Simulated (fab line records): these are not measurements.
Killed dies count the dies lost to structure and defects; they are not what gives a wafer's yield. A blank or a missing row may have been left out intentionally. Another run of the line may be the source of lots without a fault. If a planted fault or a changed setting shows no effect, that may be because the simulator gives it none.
Which tool did it? -- flow gf180mcu -- 42 wafers sampled from 14 lots at 1 step of a route of 602

== WHAT THE GAUGES READ, wafer by wafer ==
GF_DUAL_GATE_THK_MEAS_03.
lot,measured,on,DUAL_GATE_OXIDATION_00_THK (nm)
L316,day 7 16:54,film_metro-02,11.39 11.30 11.27
L317,day 8 03:05,film_metro-02,11.03 11.05 10.95
L319,day 8 14:37,film_metro-02,10.88 10.92 10.85
L320,day 8 21:16,film_metro-01,10.82 11.12 10.94
L321,day 9 05:58,film_metro-02,10.68 10.55 10.42
L322,day 9 12:07,film_metro-02,10.80 11.12 10.76
L324,day 10 00:14,film_metro-04,10.99 10.76 11.04
L325,day 10 06:51,film_metro-01,11.11 11.09 11.13
L326,day 10 10:26,film_metro-02,10.57 10.77 10.68
L327,day 10 23:34,film_metro-04,10.95 10.90 11.11
L328,day 11 05:31,film_metro-04,10.84 10.87 10.93
L329,day 11 10:42,film_metro-02,11.03 11.13 11.11
L337,day 13 23:00,film_metro-02,10.81 10.88 10.83
L338,day 14 07:10,film_metro-01,11.15 10.95 11.29

== TOOL THAT RAN EACH LOT (tool first, then ch and the chambers of the sampled wafers, then the start) ==
The record shows no process step preceding these readings.

== AS READ BY THE TOOLS THEMSELVES (means over the sampled wafers that have a number; for cases with no such wafer, the mark the record gives instead) ==
The record holds no such reading with a usual standard deviation.

== THE ANSWER, worked out from the rows above alone ==
Rule: what is usual is taken from the lots themselves. Put in order of their means at a reading, lots are off if they are a third of the lots or fewer, leave a main group of 4 or more, and stand apart from it by a gap of 3 or more times the standard deviation of the main group's means; of several such gaps the widest counts. The tables above print the reading to a certain number of digits; a main group whose means all agree to those digits is not used. A lot without any number at a reading at which 4 lots or more have one is off too. Any other lot the step has rows for is counted as sound. After the gauges, taken in route order, come the tools' own readings; for these a lot's mean is taken, as printed above. At the first step where some lot is off, the reading lying furthest off is the one used; lots without a number count as furthest.
Nothing can be told from this: no lot is off at any reading shown.

== WHAT THE SIMULATOR PUT IN ==
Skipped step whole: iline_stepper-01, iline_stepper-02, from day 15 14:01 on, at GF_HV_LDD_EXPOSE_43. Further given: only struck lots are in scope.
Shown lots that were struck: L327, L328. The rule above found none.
